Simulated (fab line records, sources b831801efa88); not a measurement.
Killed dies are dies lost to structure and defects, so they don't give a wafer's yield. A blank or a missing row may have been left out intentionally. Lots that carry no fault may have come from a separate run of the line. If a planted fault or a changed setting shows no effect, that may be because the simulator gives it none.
Which of the tools did it? | flow gf180mcu | Sampling: 11 lots, 33 wafers, 5 of 602 route steps

WHAT THE GAUGES READ, wafer by wafer
GF_V4_RS_MEAS_24: uses a four-point probe to measure.
lot  | measured     | on           | V4_W_RS (ohm/sq)
L546 | day 24 08:17 | filmMetro-01 | 0.3338 0.3333 0.3329
L547 | day 24 14:01 | filmMetro-04 | 0.3272 0.3274 0.3243
L548 | day 24 20:32 | filmMetro-02 | 0.3273 0.3293 0.3272
L550 | day 25 11:19 | filmMetro-04 | 0.3325 0.3336 0.3268
L551 | day 26 00:42 | filmMetro-01 | 0.3290 0.3298 0.3316
L552 | day 26 08:56 | filmMetro-02 | 0.3304 0.3302 0.3297
L553 | day 26 15:10 | filmMetro-02 | 0.3253 0.3298 0.3280
L554 | day 27 06:11 | filmMetro-01 | 0.3260 0.3300 0.3296
L560 | day 29 02:03 | filmMetro-01 | 0.3311 0.3283 0.3270
L566 | day 30 11:44 | filmMetro-02 | 0.3245 0.3256 0.3258
L568 | day 31 01:20 | filmMetro-01 | 0.3269 0.3299 0.3286

EACH LOT AND THE TOOL THAT RAN IT (in order: tool; ch and the chambers of the sampled wafers; start)
lot  | GF_SALICIDE_RTA_06              | GF_V1_ETCH_16                     | GF_M3_COAT_09                    | GF_M3_STRIP_17
L546 | rtpAnneal-02 ch 0, day 15 03:41 | rieDiel-04 ch 0,1, day 18 04:37   | lithoTrack-04 ch 0, day 20 19:13 | plasmaAsher-04 ch 0,1, day 21 07:53
L547 | rtpAnneal-01 ch 0, day 15 08:08 | rieDiel-01 ch 0,2,3, day 18 09:10 | lithoTrack-03 ch 0, day 21 01:07 | plasmaAsher-02 ch 0,1, day 21 12:41
L548 | rtpAnneal-01 ch 0, day 15 16:53 | rieDiel-01 ch 0,3, day 18 17:13   | lithoTrack-02 ch 0, day 21 07:52 | plasmaAsher-02 ch 0,1, day 21 19:38
L550 | rtpAnneal-01 ch 0, day 16 06:27 | rieDiel-02 ch 0,1,3, day 19 08:25 | lithoTrack-02 ch 0, day 21 23:58 | plasmaAsher-04 ch 0,1, day 22 11:48
L551 | rtpAnneal-01 ch 0, day 16 19:35 | rieDiel-01 ch 0,3, day 19 21:45   | lithoTrack-04 ch 0, day 22 12:43 | plasmaAsher-02 ch 0,1, day 23 00:59
L552 | rtpAnneal-01 ch 0, day 17 05:23 | rieDiel-04 ch 0,1,2, day 20 07:37 | lithoTrack-03 ch 0, day 22 22:52 | plasmaAsher-04 ch 0,1, day 23 10:47
L553 | rtpAnneal-02 ch 0, day 17 12:17 | rieDiel-02 ch 1,3, day 20 13:42   | lithoTrack-02 ch 0, day 23 04:35 | plasmaAsher-02 ch 0,1, day 23 16:09
L554 | rtpAnneal-02 ch 0, day 18 02:28 | rieDiel-02 ch 1,2, day 21 04:31   | lithoTrack-03 ch 0, day 23 19:08 | plasmaAsher-02 ch 0,1, day 24 06:47
L560 | rtpAnneal-01 ch 0, day 20 07:20 | rieDiel-01 ch 0,1,2, day 23 08:10 | lithoTrack-03 ch 0, day 25 20:13 | plasmaAsher-04 ch 0,1, day 26 06:56
L566 | rtpAnneal-02 ch 0, day 22 04:04 | rieDiel-04 ch 0,2,3, day 25 04:25 | lithoTrack-04 ch 0, day 27 13:18 | plasmaAsher-01 ch 0,1, day 27 23:51
L568 | rtpAnneal-01 ch 0, day 22 18:53 | rieDiel-01 ch 1,2, day 25 16:39   | lithoTrack-04 ch 0, day 28 01:30 | plasmaAsher-01 ch 0,1, day 28 11:26
- GF_SALICIDE_RTA_06: time 30 s.
- GF_V1_ETCH_16: etches BARC in N2/H2.
- GF_M3_COAT_09: resist thk 1000 nm.
- GF_M3_STRIP_17: strips in O2/N2.

WHAT THE TOOLS THEMSELVES READ (means of the sampled wafers that have a number; where no wafer has one, the mark that the record gives instead)
GF_SALICIDE_RTA_06.
lot  | tool         | lampPowerPct (%) | wafer_temp_C_max
L546 | rtpAnneal-02 | 5.510            | 533.8
L547 | rtpAnneal-01 | 5.458            | 531.6
L548 | rtpAnneal-01 | 5.454            | 532.0
L550 | rtpAnneal-01 | 5.452            | 531.6
L551 | rtpAnneal-01 | 5.462            | 532.1
L552 | rtpAnneal-01 | 5.458            | 531.8
L553 | rtpAnneal-02 | 5.509            | 534.0
L554 | rtpAnneal-02 | 5.508            | 533.6
L560 | rtpAnneal-01 | 5.452            | 532.0
L566 | rtpAnneal-02 | 5.509            | 533.4
L568 | rtpAnneal-01 | 5.456            | 532.0

GF_V1_ETCH_16.
lot  | tool       | chamberPressureMTorr (mTorr) | drypumpMotorCurrentA (A) | oesProductAu (a.u.) | rfFwdPowerW (W) | throttleValvePct (%)
L546 | rieDiel-04 | 29.994                       | 5.9                      | 0.857               | 495.7           | 13.230
L547 | rieDiel-01 | 30.002                       | 5.5                      | 0.850               | 495.5           | 13.227
L548 | rieDiel-01 | 30.017                       | 5.1                      | 0.855               | 495.5           | 13.235
L550 | rieDiel-02 | 30.010                       | 5.9                      | 0.856               | 495.2           | 13.227
L551 | rieDiel-01 | 29.984                       | 5.1                      | 0.855               | 494.4           | 13.218
L552 | rieDiel-04 | 30.009                       | 5.7                      | 0.855               | 494.2           | 13.229
L553 | rieDiel-02 | 30.020                       | 5.9                      | 0.850               | 494.2           | 13.222
L554 | rieDiel-02 | 29.996                       | 5.5                      | 0.855               | 494.0           | 13.225
L560 | rieDiel-01 | 30.014                       | 5.3                      | 0.857               | 496.9           | 13.225
L566 | rieDiel-04 | 30.009                       | 5.5                      | 0.853               | 494.6           | 13.229
L568 | rieDiel-01 | 30.002                       | 5.5                      | 0.853               | 494.6           | 13.214

GF_M3_STRIP_17.
lot  | tool           | chamberPressureMTorr (mTorr) | drypumpMotorCurrentA (A) | heaterPowerW (W) | oesProductAu (a.u.) | stripTimeToEndpointS (s)
L546 | plasmaAsher-04 | 1498.8                       | 6.1                      | 273              | 0.537               | 7.37
L547 | plasmaAsher-02 | 1500.1                       | 5.7                      | 313              | 0.536               | 7.33
L548 | plasmaAsher-02 | 1500.0                       | 5.7                      | 319              | 0.534               | 7.41
L550 | plasmaAsher-04 | 1500.5                       | 6.0                      | 277              | 0.538               | 7.36
L551 | plasmaAsher-02 | 1501.1                       | 5.8                      | 314              | 0.536               | 7.35
L552 | plasmaAsher-04 | 1499.9                       | 6.1                      | 272              | 0.535               | 7.39
L553 | plasmaAsher-02 | 1499.9                       | 6.0                      | 316              | 0.539               | 7.38
L554 | plasmaAsher-02 | 1500.4                       | 5.7                      | 318              | 0.539               | 7.38
L560 | plasmaAsher-04 | 1499.5                       | 6.1                      | 274              | 0.531               | 7.44
L566 | plasmaAsher-01 | 1500.0                       | 6.2                      | 313              | 0.540               | 7.38
L568 | plasmaAsher-01 | 1498.9                       | 6.2                      | 312              | 0.537               | 7.38

THE ANSWER, worked out from the rows above alone
Rule: what is usual is taken from the lots themselves. Put in order of their means at a reading, lots are off if they are a third of the lots or fewer, leave a main group of 4 or more, and stand apart from it by a gap of 3 or more times the standard deviation of the main group's means; of several such gaps the widest counts. A main group whose means are all the same, to the digits that the tables above print for the reading, isn't used. Also off: a lot with no number at a reading for which 4 or more lots have one. Where the step has rows for the other lots, those lots are counted as sound. First the gauges in route order, then the tools' own readings, where a lot's mean is used as printed above. At the first step where some lot is off, the reading lying furthest off is the one used; lots without a number count as furthest.
Nothing can be told from this: no lot is off at any reading shown.

WHAT THE SIMULATOR HAD PUT IN
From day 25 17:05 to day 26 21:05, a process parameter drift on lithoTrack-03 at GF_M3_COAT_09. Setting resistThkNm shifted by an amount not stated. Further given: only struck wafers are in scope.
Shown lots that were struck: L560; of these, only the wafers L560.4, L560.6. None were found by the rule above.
